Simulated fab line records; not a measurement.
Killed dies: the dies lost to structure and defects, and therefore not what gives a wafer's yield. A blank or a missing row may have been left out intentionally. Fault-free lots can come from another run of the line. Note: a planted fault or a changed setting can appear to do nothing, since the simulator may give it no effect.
fab line records / flow sky130 / part 2 of 2: steps 36 to 45 of 45
[record] lots = 5 wafers = 15 lastDay = 49
route steps=708 shown LDD_HVN@276 LDD_HVP@278 LDD_LDN@289 SPACER@304 POLY_CUT@307 SD_P@320
lots untouched by any fault: they come from a run of this same line in which no faults occurred
startH: hours from the record's opening day to when the first of the lot's shown wafers began / waitH: hours elapsed since this lot's preceding step / " the same as in the row above / L1.1+2: a single row standing in for several wafers / - either no value or no given start / * or withheld: withheld / < > ~ a bound
route shown NAME@n: a module of which the file shows steps, and the number in the route of the first / usual: mean/standard deviation taken from wafers without a fault / same: alike in all rows / chamber/n: place in a boat / sites: the reading at each site / _std_site: the values' standard deviation / _edge_site: the outer-site mean with the inner-site mean subtracted / radiusMm: how far each site lies from the wafer's centre / mask NAME#n: copy n / behind: the most recent tool/chamber to have shaped the wafer / hold: the reason the lot was held/the length of the hold in hours/how it ended / device: transistor that didn't switch, given as n, p or np / end of line: tests of these same wafers at the route's end / a step with no rows: only its recipe / killed: not the wafer's yield, but the dies lost to structure and defects at the first sort / map: per-die view of a wafer (x killed, . not killed, _ where there is no die)
set.NAME: the setting that was run; set.NAME@STEP: the one run at that earlier step / model.NAME: the simulator's own value behind a step, which no gauge read
lots at selected steps of the route; one table per step, one row per wafer
services: a tool's chamber out of use, with start hour (startH, from the record's first day; less than 0 if before it), hours out, and reason
[[steps]]
[step SKY_POLY_CUT_SOFTBAKE_04]
[recipe] tempC = 100 timeS = 90 resist = KrF-thick
lot.wafer=L077.2+3+6 tool=lithoTrack-02 chamber=0 startH=- waitH=-
lot.wafer=L078.2+3+5 tool=lithoTrack-01 chamber=0 startH=- waitH=-
lot.wafer=L081.2+5+6 tool=lithoTrack-01 chamber=0 startH=- waitH=-
lot.wafer=L088.1+4+5 tool=lithoTrack-01 chamber=0 startH=- waitH=-
lot.wafer=L094.2+3+4 tool=lithoTrack-01 chamber=0 startH=- waitH=-
[step SKY_POLY_CUT_EXPOSE_05]
[recipe] maskId = NPCM na = 0.8 sourceShape = annular sigmaInner = 0.55 sigmaOuter = 0.85 targetCdNm = 270 doseMj = 32
[same] sigmaOuter = 0.85
lot.wafer=L077.2+3+6 tool=krfScanner-02 chamber=0 startH=- waitH=- mask=NPCM#0
lot.wafer=L078.2+3+5 tool=krfScanner-01 chamber=0 startH=- waitH=- mask=NPCM#0
lot.wafer=L081.2+5+6 tool=krfScanner-01 chamber=0 startH=- waitH=- mask=NPCM#0
lot.wafer=L088.1+4+5 tool=krfScanner-01 chamber=0 startH=- waitH=- mask=NPCM#0
lot.wafer=L094.2+3+4 tool=krfScanner-02 chamber=0 startH=- waitH=- mask=NPCM#0
[step SKY_POLY_CUT_PEB_06]
[recipe] pebTempC = withheld pebTimeS = withheld resist = KrF-thick
lot.wafer=L077.2+3+6 tool=lithoTrack-02 chamber=0 startH=- waitH=-
lot.wafer=L078.2+3+5 tool=lithoTrack-04 chamber=0 startH=- waitH=-
lot.wafer=L081.2+5+6 tool=lithoTrack-02 chamber=0 startH=- waitH=-
lot.wafer=L088.1+4+5 tool=lithoTrack-01 chamber=0 startH=- waitH=-
lot.wafer=L094.2+3+4 tool=lithoTrack-01 chamber=0 startH=- waitH=-
[step SKY_POLY_CUT_DEVELOP_07]
[recipe] developTimeS = 60 resist = KrF-thick devTempC = 21
lot.wafer=L077.2+3+6 tool=lithoTrack-02 chamber=0 startH=- waitH=-
lot.wafer=L078.2+3+5 tool=lithoTrack-04 chamber=0 startH=- waitH=-
lot.wafer=L081.2+5+6 tool=lithoTrack-02 chamber=0 startH=- waitH=-
lot.wafer=L088.1+4+5 tool=lithoTrack-01 chamber=0 startH=- waitH=-
lot.wafer=L094.2+3+4 tool=lithoTrack-01 chamber=0 startH=- waitH=-
[step SKY_POLY_CUT_CD_MEAS_08]
[recipe] targetCdNm = 270
[usual] cdNm = 270.1/1.5
lot.wafer=L077.2 tool=cdSem-02 chamber=- startH=593.28 waitH=- cdNm=268.8
lot.wafer=L077.3 tool=cdSem-02 chamber=- startH=593.28 waitH=- cdNm=269.2
lot.wafer=L077.6 tool=cdSem-02 chamber=- startH=593.28 waitH=- cdNm=270.8
lot.wafer=L078.2 tool=cdSem-02 chamber=- startH=598.89 waitH=- cdNm=271.8
lot.wafer=L078.3 tool=cdSem-02 chamber=- startH=598.89 waitH=- cdNm=272.6
lot.wafer=L078.5 tool=cdSem-02 chamber=- startH=598.89 waitH=- cdNm=271.8
lot.wafer=L081.2 tool=cdSem-02 chamber=- startH=623.93 waitH=- cdNm=271.6
lot.wafer=L081.5 tool=cdSem-02 chamber=- startH=623.93 waitH=- cdNm=270.6
lot.wafer=L081.6 tool=cdSem-02 chamber=- startH=623.93 waitH=- cdNm=269.4
lot.wafer=L088.1 tool=cdSem-02 chamber=- startH=684.98 waitH=- cdNm=268.9
lot.wafer=L088.4 tool=cdSem-02 chamber=- startH=684.98 waitH=- cdNm=269.5
lot.wafer=L088.5 tool=cdSem-02 chamber=- startH=684.98 waitH=- cdNm=269.1
lot.wafer=L094.2 tool=cdSem-02 chamber=- startH=727.85 waitH=- cdNm=268.6
lot.wafer=L094.3 tool=cdSem-02 chamber=- startH=727.85 waitH=- cdNm=269.6
lot.wafer=L094.4 tool=cdSem-02 chamber=- startH=727.85 waitH=- cdNm=269.7
[step SKY_POLY_CUT_OVL_MEAS_09]
[usual] POLY_CUT_OVL = -1/4
lot.wafer=L077.2 tool=overlay-01 chamber=- startH=593.38 waitH=0.1 POLY_CUT_OVL[nm]=-3
lot.wafer=L077.3 tool=overlay-01 chamber=- startH=593.38 waitH=0.1 POLY_CUT_OVL[nm]=-6
lot.wafer=L077.6 tool=overlay-01 chamber=- startH=593.38 waitH=0.1 POLY_CUT_OVL[nm]=-5
lot.wafer=L078.2 tool=overlay-01 chamber=- startH=598.99 waitH=0.1 POLY_CUT_OVL[nm]=3
lot.wafer=L078.3 tool=overlay-01 chamber=- startH=598.99 waitH=0.1 POLY_CUT_OVL[nm]=0
lot.wafer=L078.5 tool=overlay-01 chamber=- startH=598.99 waitH=0.1 POLY_CUT_OVL[nm]=-4
lot.wafer=L081.2 tool=overlay-02 chamber=- startH=624.03 waitH=0.1 POLY_CUT_OVL[nm]=3
lot.wafer=L081.5 tool=overlay-02 chamber=- startH=624.03 waitH=0.1 POLY_CUT_OVL[nm]=1
lot.wafer=L081.6 tool=overlay-02 chamber=- startH=624.03 waitH=0.1 POLY_CUT_OVL[nm]=7
lot.wafer=L088.1 tool=overlay-02 chamber=- startH=685.10 waitH=0.1 POLY_CUT_OVL[nm]=0
lot.wafer=L088.4 tool=overlay-02 chamber=- startH=685.10 waitH=0.1 POLY_CUT_OVL[nm]=2
lot.wafer=L088.5 tool=overlay-02 chamber=- startH=685.10 waitH=0.1 POLY_CUT_OVL[nm]=1
lot.wafer=L094.2 tool=overlay-02 chamber=- startH=727.95 waitH=0.1 POLY_CUT_OVL[nm]=7
lot.wafer=L094.3 tool=overlay-02 chamber=- startH=727.95 waitH=0.1 POLY_CUT_OVL[nm]=1
lot.wafer=L094.4 tool=overlay-02 chamber=- startH=727.95 waitH=0.1 POLY_CUT_OVL[nm]=6
[step SKY_POLY_CUT_ETCH_10]
[recipe] chemistry = N2/H2 target = BARC ionEnergyEv = 200 sourceW = 500 biasW = 100 pressureMtorr = 30 n2FlowSccm = 100 h2FlowSccm = 200 stopOn = SiO2 timeS = 45.9 targetDepthA = 600
[usual] drypumpMotorCurrentA = 5.9/0.49 oesProductAu = 0.856/0.0049 throttleValvePct = 13.225/0.0084
lot.wafer=L077.2 tool=rieDiel-02 chamber=1 startH=593.41 waitH=0.0 drypumpMotorCurrentA=6.0 oesProductAu=0.850 rfHoursCounterH=4 throttleValvePct=13.236
lot.wafer=L077.3 tool=rieDiel-02 chamber=2 startH=593.41 waitH=0.0 drypumpMotorCurrentA=5.1 oesProductAu=0.864 rfHoursCounterH=6 throttleValvePct=13.217
lot.wafer=L077.6 tool=rieDiel-02 chamber=1 startH=593.41 waitH=0.0 drypumpMotorCurrentA=6.0 oesProductAu=0.856 rfHoursCounterH=- throttleValvePct=13.217
lot.wafer=L078.2 tool=rieDiel-03 chamber=0 startH=599.02 waitH=0.0 drypumpMotorCurrentA=6.1 oesProductAu=0.849 rfHoursCounterH=15 throttleValvePct=13.235
lot.wafer=L078.3 tool=rieDiel-03 chamber=3 startH=599.02 waitH=0.0 drypumpMotorCurrentA=5.9 oesProductAu=0.851 rfHoursCounterH=3 throttleValvePct=13.223
lot.wafer=L078.5 tool=rieDiel-03 chamber=1 startH=599.02 waitH=0.0 drypumpMotorCurrentA=5.9 oesProductAu=0.849 rfHoursCounterH=- throttleValvePct=13.237
lot.wafer=L081.2 tool=rieDiel-03 chamber=2 startH=624.06 waitH=0.0 drypumpMotorCurrentA=5.7 oesProductAu=0.854 rfHoursCounterH=7 throttleValvePct=13.220
lot.wafer=L081.5 tool=rieDiel-03 chamber=2 startH=624.06 waitH=0.0 drypumpMotorCurrentA=5.7 oesProductAu=0.859 rfHoursCounterH=- throttleValvePct=13.223
lot.wafer=L081.6 tool=rieDiel-03 chamber=1 startH=624.06 waitH=0.0 drypumpMotorCurrentA=5.9 oesProductAu=0.853 rfHoursCounterH=- throttleValvePct=13.224
lot.wafer=L088.1 tool=rieDiel-01 chamber=1 startH=685.13 waitH=0.0 drypumpMotorCurrentA=5.6 oesProductAu=0.859 rfHoursCounterH=60 throttleValvePct=13.215
lot.wafer=L088.4 tool=rieDiel-01 chamber=0 startH=685.13 waitH=0.0 drypumpMotorCurrentA=6.2 oesProductAu=0.859 rfHoursCounterH=5 throttleValvePct=13.216
lot.wafer=L088.5 tool=rieDiel-01 chamber=1 startH=685.13 waitH=0.0 drypumpMotorCurrentA=5.6 oesProductAu=0.859 rfHoursCounterH=- throttleValvePct=13.231
lot.wafer=L094.2 tool=rieDiel-01 chamber=0 startH=727.98 waitH=0.0 drypumpMotorCurrentA=6.1 oesProductAu=0.853 rfHoursCounterH=6 throttleValvePct=13.232
lot.wafer=L094.3 tool=rieDiel-01 chamber=2 startH=727.98 waitH=0.0 drypumpMotorCurrentA=6.0 oesProductAu=0.849 rfHoursCounterH=5 throttleValvePct=13.226
lot.wafer=L094.4 tool=rieDiel-01 chamber=1 startH=727.98 waitH=0.0 drypumpMotorCurrentA=5.6 oesProductAu=0.857 rfHoursCounterH=0 throttleValvePct=13.226
[step SKY_POLY_CUT_ETCH_11]
[recipe] target = Si3N4 chemistry = CF4/CH2F2/Ar stopOn = poly-Si sourceW = 600 biasW = 150 pressureMtorr = 40 cf4FlowSccm = 40 ch2f2FlowSccm = 20 Ar_flow_sccm = 150 timeS = 42.5 targetDepthA = 600
[usual] drypumpMotorCurrentA = 5.9/0.49 oesProductAu = 0.828/0.0077 throttleValvePct = 14.995/0.009
lot.wafer=L077.2 tool=rieDiel-02 chamber=1 startH=593.46 waitH=0.0 drypumpMotorCurrentA=6.0 oesProductAu=0.824 rfHoursCounterH=4 throttleValvePct=14.986
lot.wafer=L077.3 tool=rieDiel-02 chamber=2 startH=593.46 waitH=0.0 drypumpMotorCurrentA=5.2 oesProductAu=0.833 rfHoursCounterH=6 throttleValvePct=14.996
lot.wafer=L077.6 tool=rieDiel-02 chamber=1 startH=593.46 waitH=0.0 drypumpMotorCurrentA=6.0 oesProductAu=0.825 rfHoursCounterH=- throttleValvePct=15.001
lot.wafer=L078.2 tool=rieDiel-03 chamber=0 startH=599.06 waitH=0.0 drypumpMotorCurrentA=6.0 oesProductAu=0.835 rfHoursCounterH=15 throttleValvePct=14.988
lot.wafer=L078.3 tool=rieDiel-03 chamber=3 startH=599.06 waitH=0.0 drypumpMotorCurrentA=5.8 oesProductAu=0.833 rfHoursCounterH=3 throttleValvePct=14.988
lot.wafer=L078.5 tool=rieDiel-03 chamber=1 startH=599.06 waitH=0.0 drypumpMotorCurrentA=5.9 oesProductAu=0.839 rfHoursCounterH=- throttleValvePct=14.994
lot.wafer=L081.2 tool=rieDiel-03 chamber=2 startH=624.11 waitH=0.0 drypumpMotorCurrentA=5.7 oesProductAu=0.825 rfHoursCounterH=7 throttleValvePct=14.990
lot.wafer=L081.5 tool=rieDiel-03 chamber=2 startH=624.11 waitH=0.0 drypumpMotorCurrentA=5.7 oesProductAu=0.825 rfHoursCounterH=- throttleValvePct=14.997
lot.wafer=L081.6 tool=rieDiel-03 chamber=1 startH=624.11 waitH=0.0 drypumpMotorCurrentA=5.9 oesProductAu=0.827 rfHoursCounterH=- throttleValvePct=15.012
lot.wafer=L088.1 tool=rieDiel-01 chamber=1 startH=685.18 waitH=0.0 drypumpMotorCurrentA=5.6 oesProductAu=0.826 rfHoursCounterH=60 throttleValvePct=14.989
lot.wafer=L088.4 tool=rieDiel-01 chamber=0 startH=685.18 waitH=0.0 drypumpMotorCurrentA=6.1 oesProductAu=0.820 rfHoursCounterH=5 throttleValvePct=14.986
lot.wafer=L088.5 tool=rieDiel-01 chamber=1 startH=685.18 waitH=0.0 drypumpMotorCurrentA=5.6 oesProductAu=0.826 rfHoursCounterH=- throttleValvePct=15.005
lot.wafer=L094.2 tool=rieDiel-01 chamber=0 startH=728.03 waitH=0.0 drypumpMotorCurrentA=6.2 oesProductAu=0.834 rfHoursCounterH=6 throttleValvePct=15.002
lot.wafer=L094.3 tool=rieDiel-01 chamber=2 startH=728.03 waitH=0.0 drypumpMotorCurrentA=6.0 oesProductAu=0.826 rfHoursCounterH=5 throttleValvePct=14.997
lot.wafer=L094.4 tool=rieDiel-01 chamber=1 startH=728.03 waitH=0.0 drypumpMotorCurrentA=5.5 oesProductAu=0.840 rfHoursCounterH=0 throttleValvePct=14.997
[step SKY_POLY_CUT_STRIP_12]
[recipe] chemistry = O2/N2 powerW = 1400 pressureMtorr = 1500 platenTempC = withheld o2FlowSccm = 3000 n2FlowSccm = 300 overashFraction = 0.5
[usual] drypumpMotorCurrentA = 5.51/0.22 oesProductAu = 0.453/0.005 stripTimeToEndpointS = 5.364/0.018
lot.wafer=L077.2 tool=plasmaAsher-01 chamber=0 startH=593.50 waitH=0.0 drypumpMotorCurrentA=5.58 oesProductAu=0.445 rfHoursCounterH=49 stripTimeToEndpointS=5.363
lot.wafer=L077.3 tool=plasmaAsher-01 chamber=1 startH=593.50 waitH=0.0 drypumpMotorCurrentA=5.46 oesProductAu=0.456 rfHoursCounterH=- stripTimeToEndpointS=5.374
lot.wafer=L077.6 tool=plasmaAsher-01 chamber=0 startH=593.50 waitH=0.0 drypumpMotorCurrentA=5.57 oesProductAu=0.464 rfHoursCounterH=- stripTimeToEndpointS=5.373
lot.wafer=L078.2 tool=plasmaAsher-03 chamber=1 startH=599.10 waitH=0.0 drypumpMotorCurrentA=5.72 oesProductAu=0.458 rfHoursCounterH=76 stripTimeToEndpointS=5.369
lot.wafer=L078.3 tool=plasmaAsher-03 chamber=0 startH=599.10 waitH=0.0 drypumpMotorCurrentA=5.24 oesProductAu=0.454 rfHoursCounterH=- stripTimeToEndpointS=5.344
lot.wafer=L078.5 tool=plasmaAsher-03 chamber=1 startH=599.10 waitH=0.0 drypumpMotorCurrentA=5.71 oesProductAu=0.456 rfHoursCounterH=- stripTimeToEndpointS=5.377
lot.wafer=L081.2 tool=plasmaAsher-02 chamber=1 startH=624.15 waitH=0.0 drypumpMotorCurrentA=5.21 oesProductAu=0.451 rfHoursCounterH=90 stripTimeToEndpointS=5.348
lot.wafer=L081.5 tool=plasmaAsher-02 chamber=0 startH=624.15 waitH=0.0 drypumpMotorCurrentA=5.75 oesProductAu=0.457 rfHoursCounterH=- stripTimeToEndpointS=5.380
lot.wafer=L081.6 tool=plasmaAsher-02 chamber=1 startH=624.15 waitH=0.0 drypumpMotorCurrentA=5.25 oesProductAu=0.453 rfHoursCounterH=- stripTimeToEndpointS=5.385
lot.wafer=L088.1 tool=plasmaAsher-02 chamber=0 startH=685.22 waitH=0.0 drypumpMotorCurrentA=5.77 oesProductAu=0.452 rfHoursCounterH=96 stripTimeToEndpointS=5.336
lot.wafer=L088.4 tool=plasmaAsher-02 chamber=1 startH=685.22 waitH=0.0 drypumpMotorCurrentA=5.22 oesProductAu=0.446 rfHoursCounterH=- stripTimeToEndpointS=5.337
lot.wafer=L088.5 tool=plasmaAsher-02 chamber=0 startH=685.22 waitH=0.0 drypumpMotorCurrentA=5.80 oesProductAu=0.448 rfHoursCounterH=- stripTimeToEndpointS=5.374
lot.wafer=L094.2 tool=plasmaAsher-01 chamber=1 startH=728.07 waitH=0.0 drypumpMotorCurrentA=5.44 oesProductAu=0.446 rfHoursCounterH=62 stripTimeToEndpointS=5.363
lot.wafer=L094.3 tool=plasmaAsher-01 chamber=1 startH=728.07 waitH=0.0 drypumpMotorCurrentA=5.46 oesProductAu=0.448 rfHoursCounterH=- stripTimeToEndpointS=5.346
lot.wafer=L094.4 tool=plasmaAsher-01 chamber=0 startH=728.07 waitH=0.0 drypumpMotorCurrentA=5.57 oesProductAu=0.447 rfHoursCounterH=- stripTimeToEndpointS=5.370
[step SKY_SD_P_DEHYDRATE_00]
[recipe] tempC = 200 timeS = 60
lot.wafer=L077.2+3+6 tool=lithoTrack-02 chamber=0 startH=607.33 waitH=13.8
lot.wafer=L078.2+3+5 tool=lithoTrack-02 chamber=0 startH=613.18 waitH=14.0
lot.wafer=L081.2+5+6 tool=lithoTrack-01 chamber=0 startH=638.00 waitH=13.8
lot.wafer=L088.1+4+5 tool=lithoTrack-01 chamber=0 startH=698.78 waitH=13.5
lot.wafer=L094.2+3+4 tool=lithoTrack-01 chamber=0 startH=740.85 waitH=12.8
[[services]]
tool=implanter-04 chamber=- startH=486.62 hours=13.7 kind=pm
tool=implanter-02 chamber=- startH=506.46 hours=3.9 kind=repair
tool=rieDiel-04 chamber=1 startH=519.31 hours=2.9 kind=repair
tool=implanter-01 chamber=- startH=529.39 hours=4.1 kind=repair
tool=implanter-04 chamber=- startH=534.69 hours=2.9 kind=pm
tool=rieDiel-04 chamber=2 startH=550.29 hours=3.6 kind=repair
tool=ilineStepper-02 chamber=- startH=562.55 hours=3.8 kind=repair
tool=implanter-01 chamber=- startH=564.26 hours=5.2 kind=pm
tool=ilineStepper-02 chamber=- startH=582.53 hours=1.7 kind=pm
tool=ilineStepper-01 chamber=- startH=586.20 hours=1.7 kind=pm
tool=ilineStepper-02 chamber=- startH=587.97 hours=2.1 kind=pm
tool=ilineStepper-02 chamber=- startH=590.05 hours=4.4 kind=pm
tool=implanter-01 chamber=- startH=602.74 hours=2.9 kind=pm
tool=implanter-04 chamber=- startH=611.06 hours=4.9 kind=pm
tool=ilineStepper-01 chamber=- startH=629.88 hours=4.4 kind=pm
tool=ilineStepper-02 chamber=- startH=635.25 hours=2.4 kind=repair
tool=implanter-01 chamber=- startH=635.90 hours=11.0 kind=repair
tool=plasmaAsher-04 chamber=- startH=655.73 hours=2.9 kind=repair
tool=plasmaAsher-01 chamber=- startH=666.92 hours=6.6 kind=repair
tool=plasmaAsher-04 chamber=- startH=672.43 hours=0.8 kind=repair
tool=implanter-01 chamber=- startH=705.18 hours=3.5 kind=repair
tool=plasmaAsher-04 chamber=- startH=722.51 hours=1.7 kind=repair
tool=plasmaAsher-02 chamber=- startH=732.05 hours=2.8 kind=pm
tool=plasmaAsher-02 chamber=- startH=734.80 hours=9.0 kind=pm
